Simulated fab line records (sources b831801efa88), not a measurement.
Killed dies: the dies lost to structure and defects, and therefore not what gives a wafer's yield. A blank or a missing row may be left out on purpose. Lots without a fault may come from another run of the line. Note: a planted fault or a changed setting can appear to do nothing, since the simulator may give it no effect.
Comparing a struck lot with a sound one | flow sky130 | 20 out of 708 route steps
Sound: these wafers, L497.2, L497.3, L497.5. Struck: wafers L499.1, L499.2, L499.4. The cause is named last.
For every step that has rows: the tool of each side, followed by ch and its chambers, followed by its first start. Under that, the readings that differ: sound wafers | struck wafers | difference of the means | sigmas: that difference in standard deviations of wafers without a fault.
alike: a reading whose means differ by less than 2 such deviations, as well as words and numbers matching on both sides. not compared: withheld readings; readings where some wafer has no value; bounds like >300 that might hide an equal value; numbers whose values overlap and for which the record gives no deviation.
The two part at a step that has a row with sigmas, a row that says differs or no value, or rows on one side only. Numbers that don't overlap but have no deviation are shown without sigmas and don't part them. A reading that every wafer of one side lacks parts them only if that side has two wafers or more.

first, 4 steps without rows for these wafers: SKY_LDD_HVN_SOFTBAKE_03 (time 60 s); SKY_LDD_HVN_EXPOSE_04 (exposes mask HVNTM, target cd 700 nm); SKY_LDD_HVN_PEB_05; SKY_LDD_HVN_DEVELOP_06 (develop time 60 s).
SKY_LDD_HVN_OVL_MEAS_07:
  struck on overlay-02, day 21 23:25; sound on overlay-01, day 20 14:37
  alike: LDD_HVN_OVL
after that, 1 step had no rows for these wafers: SKY_LDD_HVN_IMPLANT_08.
SKY_LDD_HVN_STRIP_09: strips in O2/N2.
  sound on plasmaAsher-02 ch 1, day 20 14:47; struck on plasmaAsher-02 ch 0,1, day 21 23:35
  alike: drypumpMotorCurrentA, n2FlowSccm, oesProductAu, stripTimeToEndpointS
  not compared: rfHoursCounterH
SKY_LDD_HVN_TW_MEAS_10:
  struck on filmMetro-03, day 21 23:41; sound on filmMetro-03, day 20 14:54
  alike: LDD_HVN_TW
then, 4 steps without rows for these wafers: SKY_LDD_HVP_DEHYDRATE_00 (time 60 s); SKY_LDD_HVP_HMDS_01 (prime time 60 s); SKY_LDD_HVP_COAT_02 (resist thk 300 nm); SKY_LDD_HVP_SOFTBAKE_03 (time 60 s).
SKY_LDD_HVP_EXPOSE_04: exposes mask HVPTM, target cd 700 nm.
  sound on ilineStepper-02 ch 0, day 21 09:18; struck on ilineStepper-01 ch 0, day 22 14:25
reading | sound                   | struck                  | difference | sigmas
mask    | HVPTM#0 HVPTM#0 HVPTM#0 | HVNTM#0 HVNTM#0 HVNTM#0 | differs    | 
then, 2 steps without rows for these wafers: SKY_LDD_HVP_PEB_05; SKY_LDD_HVP_DEVELOP_06 (develop time 60 s).
SKY_LDD_HVP_OVL_MEAS_07:
  struck on overlay-01, day 23 05:42; sound on overlay-01, day 22 00:32
reading          | sound          | struck | difference                    | sigmas
LDD_HVP_OVL (nm) | -1.0 -2.1 -0.6 | - - -  | no value on the struck wafers | 
after that, 1 step had no rows for these wafers: SKY_LDD_HVP_IMPLANT_08.
SKY_LDD_HVP_STRIP_09: strips in O2/N2.
  sound on plasmaAsher-02 ch 0,1, day 22 00:43; struck on plasmaAsher-01 ch 0,1, day 23 05:53
reading                  | sound             | struck            | difference | sigmas
stripTimeToEndpointS (s) | 4.136 4.130 4.112 | 4.174 4.154 4.143 | +0.031     | +2
  alike: drypumpMotorCurrentA, n2FlowSccm, oesProductAu
  not compared: rfHoursCounterH
SKY_LDD_HVP_TW_MEAS_10:
  struck on filmMetro-02, day 23 05:59; sound on filmMetro-01, day 22 00:50
reading    | sound       | struck   | difference | sigmas
LDD_HVP_TW | 453 456 453 | 30 30 30 | -424       | -90
then, 1 step without rows for these wafers: SKY_LDD_LDN_DEHYDRATE_00 (time 60 s).

WHERE THEY PART
At SKY_LDD_HVP_EXPOSE_04 first; at SKY_LDD_HVP_TW_MEAS_10 last (within this record only).

WHY: what the simulator had put in
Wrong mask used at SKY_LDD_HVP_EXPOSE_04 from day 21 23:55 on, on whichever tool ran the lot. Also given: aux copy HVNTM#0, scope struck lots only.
